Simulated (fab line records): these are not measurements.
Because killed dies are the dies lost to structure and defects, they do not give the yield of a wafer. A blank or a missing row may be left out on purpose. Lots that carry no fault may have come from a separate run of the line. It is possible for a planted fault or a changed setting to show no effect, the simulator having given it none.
Matching of chambers :: flow gf180mcu :: GF_V1_CMP_04 on cmp-01: 4 sister chambers
The step polishes SiO2. 4 wafers are shown with their chamber, then 6 later ones without.

== WAFERS, EACH WITH ITS CHAMBER ==
wafer: L251.6
chamber: 2
motor-current-A (A): 11.3

wafer: L266.1
chamber: 0
motor-current-A (A): 12.8

wafer: L266.3
chamber: 3
motor-current-A (A): 12.2

wafer: L266.4
chamber: 1
motor-current-A (A): 12.2

== WAFERS WITH NO CHAMBER GIVEN ==
wafer: L265.1
motor-current-A (A): 12.4

wafer: L265.5
motor-current-A (A): 12.8

wafer: L265.6
motor-current-A (A): 12.7

wafer: L267.1
motor-current-A (A): 11.4

wafer: L267.2
motor-current-A (A): 12.0

wafer: L267.4
motor-current-A (A): 12.2

== THE CHAMBER EACH PASSED THROUGH ==
wafer: L265.1
from the rows above: can't be placed: 1 or 3 or 0
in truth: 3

wafer: L265.5
from the rows above: 0
in truth: 0

wafer: L265.6
from the rows above: 0
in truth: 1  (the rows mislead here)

wafer: L267.1
from the rows above: 2
in truth: 2

wafer: L267.2
from the rows above: can't be placed: 1 or 3
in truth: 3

wafer: L267.4
from the rows above: can't be placed: 1 or 3
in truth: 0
2 of 6 placed correctly. Can't be placed from these rows: 3 (the true chamber is among the candidates in 2). Placed wrongly: 1.
How it was worked out, from the rows above alone: a wafer's distance from a chamber is the root of the sum, over the readings, of the square of ((its reading less the chamber's mean) divided by the reading's scatter). If the next closest chamber is less than 2 further off than the closest, the wafer can't be placed; otherwise it belongs to the closest. For every chamber, the mean is computed from those of its wafers that are shown. The scatter (one wafer shown for each chamber): square how far every hidden wafer sits from the nearest shown wafer, average those squares and take the square root.
